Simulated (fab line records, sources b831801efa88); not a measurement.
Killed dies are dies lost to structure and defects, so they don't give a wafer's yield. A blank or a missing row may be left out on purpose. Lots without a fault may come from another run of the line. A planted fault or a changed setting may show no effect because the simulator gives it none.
A struck lot beside a sound one | flow sky130 | 15 steps out of a route of 708
Sound: wafers L354.2, L354.4, L354.6. Struck: wafers L367.1, L367.4. (L367.5 of the same lot was not struck and is left out.) The cause comes at the end.
At each step with rows: each side's tool, then ch and its chambers, then its first start. Under that, the readings that differ: sound wafers | struck wafers | difference of the means | sigmas: that difference in standard deviations of wafers without a fault.
alike: readings whose means differ by less than 2 such deviations, and words and numbers that are the same on both sides. not compared: withheld readings, readings that some wafer has no value for, bounds like >300 that may hide the same value, and numbers for which the record gives no deviation and whose values overlap.
The two part at a step that has a row with sigmas, a row that says differs or no value, or rows on one side only. Numbers that don't overlap but have no deviation are shown without sigmas and don't part them. A reading that every wafer of one side lacks parts them only if that side has two wafers or more.

SKY_METAL5_SPUTTER_04: material TiN, target thk 70 nm, time 58.3 s.
  sound on pvd_sputter-03, day 43 20:10; struck on pvd_sputter-01, day 47 05:50
  alike: chamber_pressure_pa, throttle_valve_pct
SKY_METAL5_RS_MEAS_05: measures by four-point-probe.
  sound on film_metro-01, day 43 20:14; struck on film_metro-03, day 47 05:52
  alike: METAL5_ALCU_RS
SKY_METAL5_THK_MEAS_06: measures by xrf.
  sound on film_metro-01, day 43 20:21; struck on film_metro-03, day 47 05:59
  alike: METAL5_ALCU_THK
then, 7 steps without rows for these wafers: SKY_METAL5_DEHYDRATE_07 (time 60 s); SKY_METAL5_HMDS_08 (prime time 60 s); SKY_METAL5_COAT_09 (resist thk 1800 nm); SKY_METAL5_SOFTBAKE_10 (time 60 s); SKY_METAL5_EXPOSE_11 (exposes mask MM5, target cd 1600 nm); SKY_METAL5_PEB_12; SKY_METAL5_DEVELOP_13 (develop time 60 s).
SKY_METAL5_DESCUM_14: chemistry O2, time 11 s.
  sound on rie_metal-04 ch 0, day 44 18:46; struck on rie_metal-04 ch 0,1, day 48 00:59
  alike: drypump_motor_current_A, oes_product_au, rf_fwd_power_W
  not compared: rf_hours_counter_h
SKY_METAL5_METAL_ETCH_15: etches the open film in Cl2/BCl3, stops on SiO2, target depth 1260 nm, time 252 s.
  sound on rie_metal-04 ch 0, day 44 18:55; struck on rie_metal-04 ch 0,1, day 48 01:01
  alike: drypump_motor_current_A, oes_product_au, rf_fwd_power_W, throttle_valve_pct
  not compared: rf_hours_counter_h
SKY_METAL5_STRIP_16: strips in O2/N2.
  sound on plasma_asher-01 ch 0,1, day 44 19:18; struck on plasma_asher-01 ch 0, day 48 01:16
  reading                      | sound             | struck      | difference | sigmas
  oes_product_au (a.u.)        | 0.715 0.719 0.716 | 0.759 0.755 | +0.040     | +9
  strip_time_to_endpoint_s (s) | 13.09 13.10 13.08 | 11.95 11.98 | -1.12      | -9
  alike: drypump_motor_current_A
  not compared: rf_hours_counter_h
then, 1 step without rows for these wafers: SKY_METAL5_STRIP_17 (strips in post etch residue remover, time 1200 s).
SKY_PAD_OPEN_PROBE_99:
  sound on prober-02, day 46 16:50; struck on prober-02, day 49 16:56
  alike: defect_limited_yield, killed_at_M0_to_M3, killed_at_M4_up, killed_at_contacts, killed_at_front_end, killed_at_other, killed_dies, killed_open, killed_short, sort_bin_3_pad_short, sort_bin_5_function, sort_bin_6_memory, sort_n_pass, sort_yield_pct

WHERE THEY PART
Only at SKY_METAL5_STRIP_16, within this record. Later steps at which nothing parts them and some readings are alike: SKY_PAD_OPEN_PROBE_99.

WHY: what the simulator had put in
Process parameter drift: plasma_asher-01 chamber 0, from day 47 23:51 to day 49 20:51, at SKY_METAL5_STRIP_16. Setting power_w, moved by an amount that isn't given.
